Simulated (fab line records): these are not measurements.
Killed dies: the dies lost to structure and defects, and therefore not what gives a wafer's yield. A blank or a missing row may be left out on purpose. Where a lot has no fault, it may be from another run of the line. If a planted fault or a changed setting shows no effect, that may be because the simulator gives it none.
One fault through the eyes of 2 desks	flow gf180mcu	only its own numbers are on each desk; what lay behind them is given at the end

== AT THE TOOL OWNER'S DESK: pvd sputter-04 ==
At GF_MIM_SPUTTER_01 (material TiN, target thk 30 nm, time 25 s) the tool's own readings: per lot run on this tool, the mean of the sampled wafers that have a number. A lot is out of limits, marked OUT, if its mean lies more than 4 standard deviations from the usual mean; the brackets give that distance.
Columns: A = throttle valve pct at GF_MIM_SPUTTER_01, usual 30.0 %
lot	first seen here	A
L397	day 26 15:10	31.1
L410	day 30 07:24	30.2
This desk's verdict: no lot among the 2 shows anything out of limits.

== THE METROLOGY DESK ==
What the gauges read, lot by lot, whatever tool the lot ran on: means of the sampled wafers that have a number. A lot is out of limits, marked OUT, if its mean lies more than 4 standard deviations from the usual mean; the brackets give that distance.
Columns: A = V4_W_RS at GF_V4_RS_MEAS_24, usual 0.326 ohm/sq; B = V4_W_THK at GF_V4_THK_MEAS_25, usual 346 nm; C = MIM_CVD_05_THK at GF_MIM_THK_MEAS_06, usual 41.8 nm; D = MIM_ALCU_RS at GF_MIM_RS_MEAS_10, usual 0.1608 ohm/sq; E = MIM_ALCU_THK at GF_MIM_THK_MEAS_11, usual 197.8 nm; F = cd nm at GF_M5_CD_MEAS_07, usual 279.6 nm
lot	first seen here	A	B	C	D	E	F
L392	day 24 14:22	0.324	351	41.8	0.1608	196.5	278.8
L397	day 26 14:35	0.328	348	41.7	0.1642	193.1	279.0
L405	day 28 20:23	0.324	349	41.5	0.1611	196.9	278.6
L409	day 30 04:55	0.328	338	41.7	0.1595	200.7	279.6
L410	day 30 06:50	0.324	343	41.3	0.1614	197.0	280.0
This desk's verdict: no lot among the 5 shows anything out of limits.

== ALL TOGETHER ==
Nothing out of limits was seen by the tool owner's desk.
Nothing out of limits was seen by the metrology desk.

== WHAT WAS PUT IN BY THE SIMULATOR ==
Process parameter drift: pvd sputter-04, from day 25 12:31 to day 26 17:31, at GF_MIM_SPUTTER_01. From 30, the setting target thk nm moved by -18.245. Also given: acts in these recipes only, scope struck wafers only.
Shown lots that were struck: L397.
